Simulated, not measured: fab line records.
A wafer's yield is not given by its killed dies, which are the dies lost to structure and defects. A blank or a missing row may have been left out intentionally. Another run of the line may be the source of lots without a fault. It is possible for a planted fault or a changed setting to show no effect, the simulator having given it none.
Problem report in the 8D (eight disciplines) form, filled by code :: flow gf180mcu :: the parts of the form that need people (team, actions taken, sign-off) are left out

1. PROBLEM STATEMENT
Mean of beamEnergyKeV at GF_VT_IMPLANT_IMPLANT_30: 28.254 across 9 wafers in 3 lots; on wafers with no fault it is 25.000 (standard deviation 0.007). So: +99 or more standard deviations from the usual mean.
Seen first at day 8 20:05 on implanter-01, wafer L370.2. The record holds 45 wafers of 15 lots with a number at this step. By rule, "out" or "out of limits" means more than 4 standard deviations away from the usual mean. Any other wafer with a number is counted as sound.

2. WHAT IT IS, WHAT IT ISN'T
question: which readings at this step
is: beamEnergyKeV
is not: -

question: which lots
is: L370, L372, L374
is not: L363, L364, L365, L366, L367, L368, L369, L381, L382, L383, L385, L386

question: which wafers of those lots
is: all that have a number
is not: -

question: read on which tools
is: implanter-01
is not: implanter-03, implanter-04

question: when
is: from day 8 20:05
is not: up to then (21 sound wafers); but 15 sound wafers of L381, L382, L383, L385, L386 came after

3. THE SUSPECTS, EACH WITH WHAT RULES IT OUT
Counting: a tool at a process step up to the reading stays a suspect if it ran every lot that is out and no sound lot after the first of them.
- implanter-01 at GF_VT_IMPLANT_IMPLANT_30: ruled out as a lasting fault. Following L370 (day 8 20:05), the first lot on it that is out, the sound lots L382, L383, L385, L386 were run on it.
Left after counting: nothing in the record.

4. THE CAUSE (what the simulator had put in)
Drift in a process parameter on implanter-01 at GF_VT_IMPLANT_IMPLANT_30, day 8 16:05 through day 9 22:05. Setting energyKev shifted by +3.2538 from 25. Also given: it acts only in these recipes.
Counting ruled it out, wrongly.

5. THE CHAIN OF EFFECTS, in route order
Rows list readings where the struck wafers' mean (over those with a number) sits beyond 3 standard deviations from the usual. Scope: only readings with a usual standard deviation given in the record; hours: median across lots of the time from each lot's start at the first step in this table that gives one to its start at this step; sigmas: change in usual standard deviations.
hours: 0
step: GF_VT_IMPLANT_IMPLANT_30
reading: beamEnergyKeV
usual: 25.000
on struck wafers: 28.254
change: +3.254
sigmas: +99 or more
Its process steps:
- GF_VT_IMPLANT_IMPLANT_30
At these later measuring or inspecting steps, every struck wafer for which the step has a row has a number for every such reading, and none has moved that far: GF_CONTACT_OVL_MEAS_15.

6. HOW IT WOULD HAVE BEEN CAUGHT EARLIER
First out-of-limits reading in this record: day 8 20:05, which is 4 hours after fault onset at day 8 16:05.
